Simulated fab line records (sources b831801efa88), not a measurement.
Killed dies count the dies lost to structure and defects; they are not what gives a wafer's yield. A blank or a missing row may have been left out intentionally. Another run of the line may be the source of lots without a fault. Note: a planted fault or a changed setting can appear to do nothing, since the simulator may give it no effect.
Chamber matching -- flow sky130 -- SKY_METAL3_ETCH_17 on rieDiel-04: 4 sister chambers
The step etches SiO2 in C4F8/O2/Ar, stops on TiN, time 3.9 s, target depth 15 nm. 4 wafers are shown with their chamber, then 10 later ones without.

== EACH WAFER AND ITS CHAMBER ==
wafer,chamber,oesProductAu (a.u.)
L081.1,0,0.761
L081.6,2,0.756
L083.2,3,0.744
L083.3,1,0.752

== WAFERS WHOSE CHAMBER IS MISSING ==
wafer,oesProductAu (a.u.)
L083.4,0.744
L093.3,0.759
L093.4,0.759
L093.5,0.756
L094.1,0.755
L094.4,0.757
L094.5,0.742
L097.4,0.755
L097.5,0.751
L097.6,0.762

== WHICH CHAMBER EACH ONE RAN IN ==
wafer,from the rows above,in truth
L083.4,3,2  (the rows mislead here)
L093.3,can't be placed: 0 or 2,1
L093.4,can't be placed: 0 or 2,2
L093.5,2,2
L094.1,can't be placed: 2 or 1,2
L094.4,2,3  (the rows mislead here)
L094.5,3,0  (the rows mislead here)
L097.4,can't be placed: 2 or 1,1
L097.5,1,1
L097.6,0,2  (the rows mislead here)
Correctly placed: 2 of 10. Can't be placed from these rows: 4 (the true chamber is among the candidates in 3). 4 placed wrongly.
How it was worked out, from the rows above alone: a wafer's distance from a chamber is the root of the sum, over the readings, of the square of ((its reading less the chamber's mean) divided by the reading's scatter). The wafer belongs to the nearest chamber; if the next one is less than 2 further off, it can't be placed. A chamber's mean is the mean of its shown wafers. The scatter: root of mean squared gap, hidden wafer to nearest shown wafer, with one shown wafer a chamber.
